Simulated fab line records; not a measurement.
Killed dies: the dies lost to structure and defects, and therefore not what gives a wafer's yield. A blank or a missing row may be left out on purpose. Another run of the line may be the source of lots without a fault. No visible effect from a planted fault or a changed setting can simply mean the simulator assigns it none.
Matching of chambers ; flow sky130 ; 4 sister chambers for SKY_VIA4_CMP_02 on cmp-01
The step polishes SiO2. 8 wafers are shown with their chamber, then 8 later ones without.

## WAFERS WITH THEIR CHAMBER
wafer;chamber;motor current A (A)
L350.1;3;11.5
L350.4;2;12.8
L353.2;0;12.6
L353.6;1;11.0
L362.2;0;12.4
L362.3;3;12.1
L362.5;2;12.0
L363.1;1;10.8

## WAFERS WITHOUT THEIR CHAMBER
wafer;motor current A (A)
L363.4;13.1
L363.5;12.4
L364.2;12.7
L364.4;10.7
L364.5;12.0
L365.1;12.1
L365.2;12.6
L365.3;12.5

## WHICH CHAMBER EACH WENT THROUGH
wafer;from the rows above;in truth
L363.4;can't be placed: 0 or 2 or 3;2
L363.5;can't be placed: 2 or 0 or 3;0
L364.2;can't be placed: 0 or 2 or 3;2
L364.4;1;1
L364.5;can't be placed: 3 or 2 or 0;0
L365.1;can't be placed: 3 or 2 or 0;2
L365.2;can't be placed: 0 or 2 or 3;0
L365.3;can't be placed: 0 or 2 or 3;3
1 of 8 placed correctly. These rows do not allow placing 7 (true chamber among the candidates in 7). 0 placed wrongly.
How it was worked out, from the rows above alone: a wafer's distance from a chamber is the root of the sum, over the readings, of the square of ((its reading less the chamber's mean) divided by the reading's scatter). The wafer belongs to the nearest chamber; if the next one is less than 2 further off, it can't be placed. A chamber's mean is the mean of its shown wafers. The scatter is the square root of a quotient: the sum, over the shown wafers, of each reading's squared deviation from its chamber's mean, divided by wafers minus chambers.
